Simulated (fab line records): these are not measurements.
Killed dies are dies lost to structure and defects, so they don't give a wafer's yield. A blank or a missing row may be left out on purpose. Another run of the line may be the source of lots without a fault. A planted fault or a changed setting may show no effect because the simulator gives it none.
fab line records	flow sky130
record: lots: 6	wafers: 18	lastDay: 50
route steps=708 shown LDD_P@264 LDD_HVN@267 LDD_HVP@278 LDD_LDN@289
lots that met no fault: from a run of the same line without faults
startH: the number of hours between the record's first day and the start of the first shown wafer of the lot	waitH: hours elapsed since this lot's preceding step	" the same as in the row above	L1.1+2: one row covering several wafers at once	- no value, or no start given	* or withheld: withheld	< > ~ a bound
route shown NAME@n: a module of which the file shows steps, and the number in the route of the first	usual: average and standard deviation across the fault-free wafers	same: alike in all rows	chamber/n: place in a boat	sites: per-site readings	_std_site: their standard deviation	_edge_site: mean of outer sites minus mean of inner sites	radiusMm: how far each site lies from the wafer's centre	mask NAME#n: copy n	behind: the last tool/chamber to shape the wafer	hold: the reason the lot was held/the length of the hold in hours/how it ended	device: names the non-switching transistor (n, p or np)	end of line: tests run on the same wafers once the route is complete	where a step has no rows: the recipe by itself	killed: the dies lost at the first sort to structure and to defects; this is not the yield of the wafer	map: a wafer's dies, x killed, . not, _ none there
set.NAME: the setting as run; set.NAME@STEP: as run at that earlier step	model.NAME: the simulator's own value behind a step, which no gauge read
lots at some steps of the route; a table a step, a row a wafer
services: a tool's chamber out of use, with start hour (startH, from the record's first day; less than 0 if before it), hours out, and reason
== steps ==
step: SKY_LDD_P_IMPLANT_09
recipe: species: BF2	energyKev: 25	doseCm2: 1e+13	tiltDeg: withheld
step: SKY_LDD_P_STRIP_10
recipe: chemistry: O2/N2	powerW: 1400	pressureMtorr: 1500	platenTempC: withheld	o2FlowSccm: 3000	n2FlowSccm: 300	overashFraction: 0.5
usual: chamberPressureMTorr: 1499.9/1.3	drypumpMotorCurrentA: 5.6/0.42	oesProductAu: 0.716/0.0044	stripTimeToEndpointS: 14.18/0.038
lot.wafer	tool	chamber	startH	waitH	chamberPressureMTorr	drypumpMotorCurrentA	oesProductAu	rfHoursCounterH	stripTimeToEndpointS
L330.3	plasmaAsher-01	1	430.30	0.1	1500.1	4.9	0.718	-	14.19
L330.4	"	0	"	"	1498.8	5.6	0.723	-	14.14
L330.6	"	0	"	"	1501.7	5.6	0.720	-	14.18
L333.2	plasmaAsher-01	0	467.22	0.1	1500.3	5.6	0.719	78	14.25
L333.4	"	0	"	"	1498.0	5.6	0.713	-	14.15
L333.6	"	0	"	"	1498.4	5.6	0.721	-	14.22
L343.4	plasmaAsher-01	1	554.61	0.1	1499.4	4.8	0.712	-	14.18
L343.5	"	1	"	"	1500.0	4.9	0.720	-	14.21
L343.6	"	0	"	"	1499.3	5.6	0.721	-	14.15
L344.2	plasmaAsher-01	0	570.13	0.1	1499.9	5.6	0.713	88	14.26
L344.4	"	0	"	"	1501.9	5.6	0.713	-	14.25
L344.5	"	1	"	"	1500.4	4.9	0.721	-	14.17
L352.2	plasmaAsher-03	0	628.22	0.1	1501.0	5.8	0.723	79	14.19
L352.4	"	1	"	"	1499.6	5.8	0.712	-	14.16
L352.5	"	1	"	"	1499.3	5.8	0.708	-	14.16
L351.4	plasmaAsher-02	1	629.51	0.1	1498.2	6.0	0.711	-	14.12
L351.5	"	0	"	"	1498.9	6.0	0.718	-	14.15
L351.6	"	1	"	"	1503.2	6.0	0.724	-	14.13
step: SKY_LDD_P_TW_MEAS_11
usual: LDD_P_TW: 630/4.9
lot.wafer	tool	chamber	startH	waitH	LDD_P_TW
L330.3	filmMetro-03	-	430.39	0.1	627
L330.4	"	-	"	"	626
L330.6	"	-	"	"	631
L333.2	filmMetro-03	-	467.33	0.1	625
L333.4	"	-	"	"	626
L333.6	"	-	"	"	624
L343.4	filmMetro-01	-	554.71	0.1	639
L343.5	"	-	"	"	639
L343.6	"	-	"	"	638
L344.2	filmMetro-01	-	570.24	0.1	637
L344.4	"	-	"	"	637
L344.5	"	-	"	"	638
L352.2	filmMetro-01	-	628.33	0.1	640
L352.4	"	-	"	"	636
L352.5	"	-	"	"	640
L351.4	filmMetro-03	-	629.61	0.1	624
L351.5	"	-	"	"	623
L351.6	"	-	"	"	623
step: SKY_LDD_HVN_DEHYDRATE_00
recipe: tempC: 200	timeS: 60
step: SKY_LDD_HVN_HMDS_01
recipe: primeTimeS: 60	primeTempC: 120
step: SKY_LDD_HVN_COAT_02
recipe: resist: NOVOLAK	spinRpm: 3000	resistThkNm: 300
step: SKY_LDD_HVN_SOFTBAKE_03
recipe: tempC: 90	timeS: 60	resist: NOVOLAK
step: SKY_LDD_HVN_EXPOSE_04
recipe: maskId: HVNTM	na: 0.6	sourceShape: conventional	sigmaOuter: 0.6	polarization: unpolarized	targetCdNm: 700	doseMj: 127
step: SKY_LDD_HVN_PEB_05
recipe: tempC: withheld	timeS: *	resist: NOVOLAK
step: SKY_LDD_HVN_DEVELOP_06
recipe: resist: NOVOLAK	developer: TMAH	developTimeS: 60	devTempC: 23
step: SKY_LDD_HVN_OVL_MEAS_07
usual: LDD_HVN_OVL: 1.0/1.5
lot.wafer	tool	chamber	startH	waitH	LDD_HVN_OVL[nm]
L330.3	overlay-01	-	461.80	0.1	0.7
L330.4	"	-	"	"	0.8
L330.6	"	-	"	"	0.9
L333.2	overlay-02	-	497.98	0.1	-0.1
L333.4	"	-	"	"	-0.4
L333.6	"	-	"	"	-1.1
L343.4	overlay-02	-	583.65	0.1	1.0
L343.5	"	-	"	"	0.9
L343.6	"	-	"	"	2.1
L344.2	overlay-02	-	598.68	0.1	2.6
L344.4	"	-	"	"	0.8
L344.5	"	-	"	"	1.1
L352.2	overlay-01	-	656.59	0.1	0.9
L352.4	"	-	"	"	1.4
L352.5	"	-	"	"	1.6
L351.4	overlay-02	-	657.75	0.1	0.1
L351.5	"	-	"	"	1.1
L351.6	"	-	"	"	1.2
step: SKY_LDD_HVN_IMPLANT_08
recipe: species: P	energyKev: 59.4	doseCm2: 3e+13	tiltDeg: 40
step: SKY_LDD_HVN_STRIP_09
recipe: chemistry: O2/N2	powerW: 1400	pressureMtorr: 1500	platenTempC: withheld	o2FlowSccm: 3000	n2FlowSccm: 300	overashFraction: 0.5
usual: chamberPressureMTorr: 1500.1/1.4	drypumpMotorCurrentA: 5.68/0.28	oesProductAu: 0.409/0.0044	stripTimeToEndpointS: 4.140/0.014
lot.wafer	tool	chamber	startH	waitH	chamberPressureMTorr	drypumpMotorCurrentA	oesProductAu	rfHoursCounterH	stripTimeToEndpointS	model.NOVOLAK_of_LDD_HVN_COAT_02.thkNm
L330.3	plasmaAsher-04	1	462.00	0.1	1501.6	5.27	0.419	-	4.159	0
L330.4	"	0	"	"	1499.7	5.55	0.409	-	4.152	0
L330.6	"	0	"	"	1498.6	5.55	0.404	-	4.130	0
L333.2	plasmaAsher-02	0	498.16	0.1	1500.3	6.03	0.411	37	4.127	0
L333.4	"	0	"	"	1501.6	6.00	0.409	-	4.141	0
L333.6	"	1	"	"	1501.4	6.03	0.412	-	4.145	0
L343.4	plasmaAsher-02	1	583.86	0.1	-	-	-	-	-	300.5
L343.5	"	0	"	"	-	-	-	-	-	300.9
L343.6	"	1	"	"	-	-	-	-	-	300.7
L344.2	plasmaAsher-04	1	598.86	0.1	-	-	-	-	-	299.9
L344.4	"	0	"	"	-	-	-	-	-	299.9
L344.5	"	1	"	"	-	-	-	-	-	298.8
L352.2	plasmaAsher-04	0	656.77	0.1	1500.6	5.53	0.413	23	4.153	0
L352.4	"	0	"	"	1499.6	5.52	0.408	-	4.142	0
L352.5	"	1	"	"	1500.7	5.27	0.401	-	4.139	0
L351.4	plasmaAsher-04	1	657.95	0.1	1498.4	5.28	0.412	-	4.152	0
L351.5	"	0	"	"	1499.9	5.51	0.411	-	4.151	0
L351.6	"	1	"	"	1498.7	5.29	0.406	-	4.146	0
step: SKY_LDD_HVN_TW_MEAS_10
usual: LDD_HVN_TW: 1426/18
lot.wafer	tool	chamber	startH	waitH	LDD_HVN_TW
L330.3	filmMetro-03	-	462.09	0.1	1418
L330.4	"	-	"	"	1415
L330.6	"	-	"	"	1418
L333.2	filmMetro-02	-	498.27	0.1	1439
L333.4	"	-	"	"	1439
L333.6	"	-	"	"	1449
L343.4	filmMetro-02	-	583.95	0.1	1452
L343.5	"	-	"	"	1448
L343.6	"	-	"	"	1452
L344.2	filmMetro-04	-	598.97	0.1	1418
L344.4	"	-	"	"	1416
L344.5	"	-	"	"	1416
L352.2	filmMetro-03	-	656.88	0.1	1410
L352.4	"	-	"	"	1409
L352.5	"	-	"	"	1403
L351.4	filmMetro-03	-	658.05	0.1	1415
L351.5	"	-	"	"	1420
L351.6	"	-	"	"	1420
step: SKY_LDD_HVP_DEHYDRATE_00
recipe: tempC: 200	timeS: 60
step: SKY_LDD_HVP_HMDS_01
recipe: primeTimeS: 60	primeTempC: 120
step: SKY_LDD_HVP_COAT_02
recipe: resist: NOVOLAK	spinRpm: 3000	resistThkNm: 300
step: SKY_LDD_HVP_SOFTBAKE_03
recipe: tempC: 90	timeS: 60	resist: NOVOLAK
step: SKY_LDD_HVP_EXPOSE_04
recipe: maskId: HVPTM	na: 0.6	sourceShape: conventional	sigmaOuter: 0.6	polarization: unpolarized	targetCdNm: 700	doseMj: 86
step: SKY_LDD_HVP_PEB_05
recipe: tempC: withheld	timeS: *	resist: NOVOLAK
step: SKY_LDD_HVP_DEVELOP_06
recipe: resist: NOVOLAK	developer: TMAH	developTimeS: 60	devTempC: 23
step: SKY_LDD_HVP_OVL_MEAS_07
usual: LDD_HVP_OVL: -0.7/1.2
lot.wafer	tool	chamber	startH	waitH	LDD_HVP_OVL[nm]
L330.3	overlay-02	-	492.65	0.1	-0.2
L330.4	"	-	"	"	-1.4
L330.6	"	-	"	"	-1.8
L333.2	overlay-01	-	528.99	0.1	-1.0
L333.4	"	-	"	"	1.2
L333.6	"	-	"	"	-1.0
L343.4	overlay-02	-	612.54	0.1	-1.1
L343.5	"	-	"	"	-0.5
L343.6	"	-	"	"	-0.4
L344.2	overlay-01	-	627.02	0.1	0.2
L344.4	"	-	"	"	-1.7
L344.5	"	-	"	"	-2.1
L352.2	overlay-01	-	684.58	0.1	0.0
L352.4	"	-	"	"	-1.1
L352.5	"	-	"	"	0.4
L351.4	overlay-02	-	686.08	0.1	-0.8
L351.5	"	-	"	"	-3.6
L351.6	"	-	"	"	-1.8
step: SKY_LDD_HVP_IMPLANT_08
recipe: species: B	energyKev: 20	doseCm2: 1.7e+13	tiltDeg: 17.9
step: SKY_LDD_HVP_STRIP_09
recipe: chemistry: O2/N2	powerW: 1400	pressureMtorr: 1500	platenTempC: withheld	o2FlowSccm: 3000	n2FlowSccm: 300	overashFraction: 0.5
usual: chamberPressureMTorr: 1499.9/1.4	drypumpMotorCurrentA: 5.57/0.3	oesProductAu: 0.408/0.0045	stripTimeToEndpointS: 4.135/0.014
lot.wafer	tool	chamber	startH	waitH	chamberPressureMTorr	drypumpMotorCurrentA	oesProductAu	rfHoursCounterH	stripTimeToEndpointS
L330.3	plasmaAsher-03	0	492.85	0.1	1498.2	5.85	0.411	-	4.137
L330.4	"	1	"	"	1498.2	5.76	0.411	-	4.140
L330.6	"	0	"	"	1499.2	5.89	0.409	-	4.141
L333.2	plasmaAsher-03	1	529.17	0.1	1500.1	5.79	0.409	69	4.120
L333.4	"	0	"	"	1502.5	5.92	0.412	-	4.136
L333.6	"	1	"	"	1496.7	5.79	0.408	-	4.119
L343.4	plasmaAsher-03	1	612.74	0.1	1499.5	5.79	0.610	-	8.971
L343.5	"	0	"	"	1501.7	5.85	0.610	-	8.965
L343.6	"	1	"	"	1499.8	5.76	0.606	-	8.969
L344.2	plasmaAsher-03	1	627.20	0.1	1502.2	5.77	0.598	79	8.951
L344.4	"	1	"	"	1499.7	5.74	0.599	-	8.964
L344.5	"	0	"	"	1498.3	5.82	0.610	-	8.966
L352.2	plasmaAsher-04	1	684.76	0.1	1499.1	5.27	0.404	27	4.123
L352.4	"	1	"	"	1498.6	5.27	0.411	-	4.138
L352.5	"	0	"	"	1498.7	5.55	0.409	-	4.124
L351.4	plasmaAsher-03	0	686.28	0.1	1500.6	5.91	0.406	-	4.116
L351.5	"	0	"	"	1501.7	5.89	0.407	-	4.126
L351.6	"	1	"	"	1500.4	5.81	0.409	-	4.122
step: SKY_LDD_HVP_TW_MEAS_10
usual: LDD_HVP_TW: 457/5.2
lot.wafer	tool	chamber	startH	waitH	LDD_HVP_TW
L330.3	filmMetro-04	-	492.94	0.1	450
L330.4	"	-	"	"	451
L330.6	"	-	"	"	453
L333.2	filmMetro-04	-	529.28	0.1	453
L333.4	"	-	"	"	453
L333.6	"	-	"	"	454
L343.4	filmMetro-02	-	612.84	0.1	31
L343.5	"	-	"	"	31
L343.6	"	-	"	"	30
L344.2	filmMetro-04	-	627.31	0.1	30
L344.4	"	-	"	"	30
L344.5	"	-	"	"	29
L352.2	filmMetro-02	-	684.87	0.1	466
L352.4	"	-	"	"	465
L352.5	"	-	"	"	467
L351.4	filmMetro-04	-	686.38	0.1	451
L351.5	"	-	"	"	452
L351.6	"	-	"	"	452
step: SKY_LDD_LDN_DEHYDRATE_00
recipe: tempC: 200	timeS: 60
== services ==
tool	chamber	startH	hours	kind
plasmaAsher-04	-	421.25	9.0	pm
plasmaAsher-04	0	421.25	9.0	ventCycle
plasmaAsher-04	1	421.25	9.0	ventCycle
plasmaAsher-03	-	421.36	11.0	repair
plasmaAsher-04	0	430.25	-	clean
plasmaAsher-04	1	430.25	-	clean
plasmaAsher-02	-	493.98	0.4	repair
plasmaAsher-03	-	538.81	2.8	pm
plasmaAsher-04	-	548.52	2.8	pm
plasmaAsher-04	-	559.69	0.7	repair
plasmaAsher-01	-	565.99	4.1	repair
plasmaAsher-03	-	613.69	2.4	repair
plasmaAsher-01	-	619.54	17.0	repair
plasmaAsher-02	-	638.71	1.4	repair
plasmaAsher-03	-	661.32	14.6	pm
plasmaAsher-01	-	671.62	9.3	pm
== key ==
firstSign: step: SKY_LDD_HVN_STRIP_09	reading: toolRecord	direction: missing
effect: step: SKY_LDD_HVP_STRIP_09	reading: stripTimeToEndpointS	direction: up	sigmas: 99+	usual: *	struck: *
effect: step: SKY_LDD_HVP_TW_MEAS_10	reading: LDD_HVP_TW	direction: down	sigmas: 82	usual: 457	struck: 30
modelEffect: step: SKY_LDD_HVN_STRIP_09	value: NOVOLAK_of_LDD_HVN_COAT_02.thkNm	without: 0	struck: 300.1
metAt SKY_LDD_HVN_STRIP_09
struckWafers L343.4,L343.5,L343.6,L344.2,L344.4,L344.5
sortLeftOut L343.4,L343.5,L343.6,L344.2,L344.4,L344.5
testerLeftOut L343,L344
onsetBetween 498.16 583.86
fault: kind: skippedStepWhole	tool: plasmaAsher-02,plasmaAsher-04	chamber: -	onsetH: 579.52	steps: SKY_LDD_HVN_STRIP_09	scope: struckLotsOnly
testerLeftOut: of these lots the tester's yield and bins aren't shown, on N5 and GAA mostly nor the transistor test; their killed dies are dies lost to structure and defects alone, not to doping, threshold or leakage, so they don't give the yield
sortLeftOut: the simulated sort isn't trusted on such a fault, so these wafers' sort isn't shown, and their yield isn't known
